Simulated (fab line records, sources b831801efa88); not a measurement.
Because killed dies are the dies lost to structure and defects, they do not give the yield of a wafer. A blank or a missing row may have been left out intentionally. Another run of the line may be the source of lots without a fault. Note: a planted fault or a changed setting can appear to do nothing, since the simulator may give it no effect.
Which tool did it? -- flow sky130 -- 11 lots, 33 wafers sampled, at 3 steps of a route of 708

## WHAT THE GAUGES SHOWED, per wafer
SKY_LI_CONTACT_RS_MEAS_22: a four-point-probe measurement.
lot,measured,on,LI_CONTACT_W_RS (ohm/sq)
L455,day 31 01:23,film metro-02,0.288 0.292 0.289
L457,day 31 21:23,film metro-01,0.283 0.289 0.283
L459,day 31 23:41,film metro-01,0.286 0.287 0.286
L466,day 34 01:23,film metro-01,24.886 24.809 24.863
L467,day 34 02:53,film metro-01,25.029 24.842 24.890
L468,day 34 07:29,film metro-02,25.289 25.253 25.128
L470,day 35 15:58,film metro-03,0.289 0.286 0.288
L471,day 36 00:25,film metro-03,0.285 0.287 0.286
L473,day 36 04:20,film metro-02,0.289 0.289 0.291
L472,day 36 05:53,film metro-03,0.283 0.284 0.281
L475,day 36 21:56,film metro-01,0.288 0.287 0.286

## WHICH TOOL RAN EACH LOT (tool, then ch and the chambers of the sampled wafers, then the start)
lot,SKY_LI_CONTACT_ETCH_14,SKY_LI_CONTACT_CVD_21
L455,"rie diel-02 ch 0,1,3, day 31 00:41","cvd w-02 ch 0,1, day 31 01:15"
L457,"rie diel-03 ch 0,1, day 31 20:41","cvd w-01 ch 0,1, day 31 21:15"
L459,"rie diel-02 ch 0,1, day 31 23:00","cvd w-02 ch 0,1, day 31 23:34"
L466,"rie diel-01 ch 0,3, day 34 00:41","cvd w-01 ch 0,1, day 34 01:14"
L467,"rie diel-02 ch 0,2,3, day 34 02:11","cvd w-01 ch 0,1, day 34 02:46"
L468,"rie diel-01 ch 1,2,3, day 34 06:44","cvd w-02 ch 0,1, day 34 07:20"
L470,"rie diel-02 ch 1,2, day 35 15:14","cvd w-02 ch 0,1, day 35 15:50"
L471,"rie diel-02 ch 1,2, day 35 23:11","cvd w-02 ch 0,1, day 36 00:17"
L473,"rie diel-02 ch 1,2, day 36 03:39","cvd w-02 ch 0,1, day 36 04:13"
L472,"rie diel-01 ch 0,1, day 36 05:11","cvd w-02 ch 0,1, day 36 05:45"
L475,"rie diel-03 ch 0,1, day 36 21:14","cvd w-02 ch 0,1, day 36 21:47"
- SKY_LI_CONTACT_ETCH_14: etches BARC in N2/H2, stops on SiO2, time 45.9 s, target depth 60 nm.
- SKY_LI_CONTACT_CVD_21: deposits W, target thk 400 nm, time 120.56 s.

## THE ANSWER, worked out from the rows above alone
Rule: the lots themselves supply what counts as usual. The widest of any qualifying gaps counts: lots, ordered by their means at a reading, are off when they make up no more than a third of the lots, leave a main group of 4 or more, and stand apart from it by 3 or more times the standard deviation of that group's means. If all means in a main group match to the digits the tables above print for the reading, that group is not used. Also off: a lot with no number at a reading for which 4 or more lots have one. Any other lot the step has rows for is counted as sound.
Off: L466, L467, L468, seen at SKY_LI_CONTACT_RS_MEAS_22 (LI_CONTACT_W_RS). The main group has a mean of 0.287 ohm/sq with a standard deviation of 0.0022.
If a tool, at a process step before that reading, ran all the lots that are off and no sound lot after the first of them, it fits. Those tools and the gauges at SKY_LI_CONTACT_RS_MEAS_22 are tried in the same way. Not one of the candidates tried fits.

## WHAT HAD BEEN PUT IN BY THE SIMULATOR
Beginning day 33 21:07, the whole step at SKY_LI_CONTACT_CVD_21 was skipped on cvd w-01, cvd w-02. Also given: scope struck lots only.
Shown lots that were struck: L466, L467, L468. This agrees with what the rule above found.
